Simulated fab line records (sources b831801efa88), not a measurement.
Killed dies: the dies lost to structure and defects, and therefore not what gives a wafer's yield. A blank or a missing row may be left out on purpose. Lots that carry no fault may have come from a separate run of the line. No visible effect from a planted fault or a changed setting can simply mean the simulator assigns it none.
A struck lot beside a sound one / flow gf180mcu / 43 steps out of a route of 602
Sound: the wafers L744.1, L744.3, L744.4. Struck: wafer L752.2. (L752.1, L752.5 of the same lot were not struck and are left out.) The cause comes at the end.
Order at every step that has rows: each side's tool, ch and its chambers, its first start. Under that, the readings that differ: sound wafers / struck wafers / difference of the means / sigmas: that difference in standard deviations of wafers without a fault.
alike: a reading whose means differ by less than 2 such deviations, as well as words and numbers matching on both sides. not compared: withheld readings; readings where some wafer has no value; bounds like >300 that might hide an equal value; numbers whose values overlap and for which the record gives no deviation.
Wherever a step has rows on one side only, a row that says differs or no value, or a row with sigmas, the two part there. Numbers that don't overlap but have no deviation are shown without sigmas and don't part them. A reading that every wafer of one side lacks parts them only if that side has two wafers or more.

GF_SAB_THK_MEAS_01:
  sound on film_metro-01, day 16 11:55; struck on film_metro-01, day 19 02:19
  alike: SAB_CVD_00_THK
then, 7 steps without rows for these wafers: GF_SAB_DEHYDRATE_02 (time 60 s); GF_SAB_HMDS_03 (prime time 60 s); GF_SAB_COAT_04 (resist thk 1000 nm); GF_SAB_SOFTBAKE_05 (time 60 s); GF_SAB_EXPOSE_06 (exposes mask SAB, target cd 420 nm); GF_SAB_PEB_07; GF_SAB_DEVELOP_08 (develop time 60 s).
GF_SAB_CD_MEAS_09: the cd target is 420 nm.
  sound on cd_sem-01, day 17 10:47; struck on cd_sem-02, day 20 02:20
  alike: cd_nm
GF_SAB_OVL_MEAS_10:
  sound on overlay-01, day 17 10:55; struck on overlay-02, day 20 02:28
  alike: SAB_OVL
then, 2 steps without rows for these wafers: GF_SAB_ETCH_11 (etches SiO2 in C4F8/O2/Ar, target depth 55 nm, time 8.5 s); GF_SAB_WET_ETCH_12 (etches SiO2 in dHF, target depth 22 nm, time 440 s).
GF_SAB_STRIP_13: strips in O2/N2.
  sound on plasma_asher-04 ch 0,1, day 17 11:06; struck on plasma_asher-04 ch 1, day 20 02:40
  alike: drypump_motor_current_A, heater_power_w, oes_product_au, strip_time_to_endpoint_s
  not compared: rf_hours_counter_h
then, 4 steps without rows for these wafers: GF_SALICIDE_CLEAN_00 (cleans in SC1/SC2, time 150 s); GF_SALICIDE_WET_ETCH_01 (etches SiO2 in dHF, target depth 5 nm, time 100 s); GF_SALICIDE_SPUTTER_02 (material Co, target thk 10 nm, time 20 s); GF_SALICIDE_SPUTTER_03 (material TiN, target thk 20 nm, time 16.7 s).
GF_SALICIDE_RS_MEAS_04: measures by four-point-probe.
  sound on film_metro-01, day 17 11:21; struck on film_metro-03, day 20 02:55
  alike: SALICIDE_TIN_RS
GF_SALICIDE_THK_MEAS_05: measures by xrf.
  sound on film_metro-01, day 17 11:28; struck on film_metro-03, day 20 03:02
  alike: SALICIDE_TIN_THK
GF_SALICIDE_RTA_06: time 30 s.
  sound on rtp_anneal-01 ch 0, day 17 11:32; struck on rtp_anneal-02 ch 0, day 20 03:05
reading=lamp_power_pct (%); sound=6.3 6.3 6.3; struck=5.4; difference=-0.9; sigmas=-2
  alike: wafer_temp_C_max
then, 3 steps without rows for these wafers: GF_SALICIDE_WET_ETCH_07 (etches the open film in SPM, target depth 120 nm); GF_SALICIDE_RTA_08 (time 30 s); GF_CONTACT_CVD_00 (deposits SiO2, target thk 300 nm, time 50 s).
GF_CONTACT_THK_MEAS_01:
  sound on film_metro-02, day 17 11:52; struck on film_metro-04, day 20 03:26
  alike: CONTACT_CVD_00_THK
GF_CONTACT_CVD_02: deposits SiO2 from TEOS, target thk 860 nm, time 95.992 s.
  sound on pecvd-02 ch 0,2, day 17 11:56; struck on pecvd-04 ch 1, day 20 03:29
  alike: heater_power_w
GF_CONTACT_THK_MEAS_03:
  sound on film_metro-01, day 17 12:00; struck on film_metro-01, day 20 03:34
  alike: CONTACT_CVD_02_THK
GF_CONTACT_CMP_04: polishes SiO2.
  sound on cmp-02 ch 0,2,3, day 17 12:07; struck on cmp-02 ch 0, day 20 03:43
reading=time_to_endpoint_s (s); sound=113 105 122; struck=94; difference=-19; sigmas=-3
  alike: motor_current_A
GF_CONTACT_BOW_MEAS_05:
  sound on film_metro-04, day 17 12:22; struck on film_metro-01, day 20 03:55
reading=CONTACT_BOW (um); sound=62 55 65; struck=74; difference=+13; sigmas=+2
then, 8 steps without rows for these wafers: GF_CONTACT_DEHYDRATE_06 (time 60 s); GF_CONTACT_HMDS_07 (prime time 60 s); GF_CONTACT_COAT_08; GF_CONTACT_COAT_09 (resist thk 1000 nm); GF_CONTACT_SOFTBAKE_10 (time 60 s); GF_CONTACT_EXPOSE_11 (exposes mask Contact, target cd 220 nm); GF_CONTACT_PEB_12 (peb time 90 s); GF_CONTACT_DEVELOP_13 (develop time 60 s).
GF_CONTACT_CD_MEAS_14: the cd target is 220 nm.
  sound on cd_sem-01, day 18 12:19; struck on cd_sem-02, day 21 04:23
  alike: cd_nm
GF_CONTACT_OVL_MEAS_15:
  sound on overlay-02, day 18 12:26; struck on overlay-01, day 21 04:31
  alike: CONTACT_OVL
then, 1 step without rows for these wafers: GF_CONTACT_ETCH_16 (etches BARC in N2/H2).
GF_CONTACT_ETCH_17: etches SiO2 in C4F8/O2/Ar, stops on CoSi2, target depth 860 nm.
  sound on rie_diel-04 ch 1,2,3; struck on rie_diel-01 ch 0
  alike: oes_product_au
GF_CONTACT_STRIP_18: strips in O2/N2.
  sound on plasma_asher-04 ch 0,1, day 18 12:38; struck on plasma_asher-03 ch 0, day 21 04:43
  alike: drypump_motor_current_A, heater_power_w, oes_product_au
  not compared: rf_hours_counter_h
then, 1 step without rows for these wafers: GF_CONTACT_CLEAN_19 (cleans in SPM).
-- the record jumps here: 12 days lie between the struck wafers' starts before and after (it left off in module CONTACT and takes up again in module PASSIVATION, whose first step shown is number 602 of the route) --
GF_PASSIVATION_PROBE_99:
  only the struck wafers here have rows in the record (prober-01, day 32 21:24); the sound ones have none

== WHERE THEY PART ==
Last at GF_PASSIVATION_PROBE_99 as far as this record goes, first at GF_SALICIDE_RTA_06.

WHY: what the simulator had put in
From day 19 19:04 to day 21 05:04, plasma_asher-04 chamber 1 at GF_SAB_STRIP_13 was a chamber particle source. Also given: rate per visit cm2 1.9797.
